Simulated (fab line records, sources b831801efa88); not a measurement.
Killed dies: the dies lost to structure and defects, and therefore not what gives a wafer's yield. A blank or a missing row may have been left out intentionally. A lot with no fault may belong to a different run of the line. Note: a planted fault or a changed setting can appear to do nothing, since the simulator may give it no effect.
One fault through the eyes of 2 desks + flow gf180mcu + each desk has only its own numbers; what lay behind them comes last

== TOOL OWNER'S DESK, implanter-02 ==
For each lot that ran on this tool, the mean over its sampled wafers that have a number, from the tool's own readings at GF_HV_LDD_IMPLANT_48. The brackets show how far a lot's mean lies from the usual mean; more than 4 standard deviations puts the lot out of limits, marked OUT.
Columns: A = dose-ions-cm2 at GF_HV_LDD_IMPLANT_48, usual 3.001e+13; B = tilt-deg at GF_HV_LDD_IMPLANT_48, usual 7.004 degrees
| lot  | first seen here | A                   | B     |
|------|-----------------|---------------------|-------|
| L813 | day 12 16:12    | 3.002e+13           | 6.995 |
| L815 | day 13 08:06    | 3.003e+13           | 6.998 |
| L818 | day 14 10:35    | 3.003e+13           | 7.011 |
| L820 | day 15 02:18    | 3.001e+13           | 7.004 |
| L822 | day 15 17:15    | 3.048e+13 (+15) OUT | 6.998 |
| L823 | day 15 23:12    | 3.051e+13 (+16) OUT | 6.969 |
| L824 | day 16 05:27    | 3.052e+13 (+16) OUT | 7.015 |
| L832 | day 19 06:15    | 2.999e+13           | 7.011 |
Finding of this desk: L822, L823, L824 out of limits; the first was L822 at day 15 17:15, on dose-ions-cm2 at GF_HV_LDD_IMPLANT_48. L813, L815, L818, L820, L832: within limits.

== THE METROLOGY DESK ==
Lot by lot, what the gauges showed, no matter which tool ran the lot: averages of those sampled wafers that carry a number. The brackets show how far a lot's mean lies from the usual mean; more than 4 standard deviations puts the lot out of limits, marked OUT.
Columns: A = SAB_OVL at GF_SAB_OVL_MEAS_10, usual -1.4 nm
| lot  | first seen here | A    |
|------|-----------------|------|
| L813 | day 15 09:28    | -2.0 |
| L815 | day 16 04:02    | -2.2 |
| L818 | day 17 07:58    | -2.0 |
| L820 | day 18 01:52    | -0.7 |
| L821 | day 18 07:56    | -2.5 |
| L822 | day 18 18:52    | 0.8  |
| L823 | day 19 01:46    | -1.7 |
| L824 | day 19 06:55    | -2.1 |
| L830 | day 21 23:49    | -0.1 |
| L831 | day 22 05:40    | -3.8 |
| L832 | day 22 11:10    | -0.9 |
| L833 | day 22 15:43    | -2.0 |
| L835 | day 23 09:49    | -1.8 |
| L834 | day 23 10:25    | -3.2 |
Result from this desk: across the 14 lots, nothing is out of limits.

== ALL TOGETHER ==
On L822, L823, L824, at day 15 17:15, an alarm was possible from the tool owner's desk.
Nothing out of limits was seen by the metrology desk.
The metrology desk has L822, L823, L824 on record, within its limits.
GF_HV_LDD_IMPLANT_48 was run on implanter-02 by each of the lots named.

== WHAT THE SIMULATOR PUT IN ==
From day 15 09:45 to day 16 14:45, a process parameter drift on implanter-02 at GF_HV_LDD_IMPLANT_48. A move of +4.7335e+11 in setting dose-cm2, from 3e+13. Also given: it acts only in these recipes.
Struck lots among those shown: L822, L823, L824.
Time in hours from fault onset to the first out-of-limits reading at each desk: the tool owner's desk, 8.
